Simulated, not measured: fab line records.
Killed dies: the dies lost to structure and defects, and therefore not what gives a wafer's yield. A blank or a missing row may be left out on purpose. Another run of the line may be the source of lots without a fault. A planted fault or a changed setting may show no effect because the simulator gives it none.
Matching of chambers ; flow gf180mcu ; GF_CONTACT_CMP_04 on cmp-02 has 4 sister chambers
The step polishes SiO2. 8 wafers are shown with their chamber, then 8 later ones without.

== WAFERS WITH THEIR CHAMBER ==
wafer;chamber;motor-current-A (A);time-to-endpoint-s (s)
L196.3;1;13.5;108
L196.5;2;14.7;119
L198.1;2;15.3;109
L198.3;1;13.0;104
L199.6;0;12.6;116
L201.1;3;10.9;103
L201.3;0;11.9;110
L201.5;3;11.0;106

== WAFERS WHOSE CHAMBER IS MISSING ==
wafer;motor-current-A (A);time-to-endpoint-s (s)
L204.2;13.5;105
L204.5;15.5;122
L214.1;13.6;113
L214.5;10.8;111
L214.6;11.9;111
L217.1;14.7;110
L217.2;13.0;111
L217.6;13.9;115

== EACH ONE'S CHAMBER ==
wafer;from the rows above;in truth
L204.2;1;1
L204.5;2;2
L214.1;can't be placed: 1 or 0 or 2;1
L214.5;3;3
L214.6;can't be placed: 0 or 3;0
L217.1;2;2
L217.2;can't be placed: 1 or 0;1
L217.6;can't be placed: 1 or 2 or 0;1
4 of 8 placed correctly. Unplaceable from these rows: 4, with the true chamber sitting among the candidates in 4. Placed wrongly: 0.
How it was worked out, from the rows above alone: a wafer's distance from a chamber is the root of the sum, over the readings, of the square of ((its reading less the chamber's mean) divided by the reading's scatter). If the next closest chamber is less than 2 further off than the closest, the wafer can't be placed; otherwise it belongs to the closest. Each chamber's mean is taken over the wafers shown for it. The scatter: take each reading less its chamber's mean, square it, sum over the shown wafers, divide by the number of wafers less the number of chambers, and take the root.
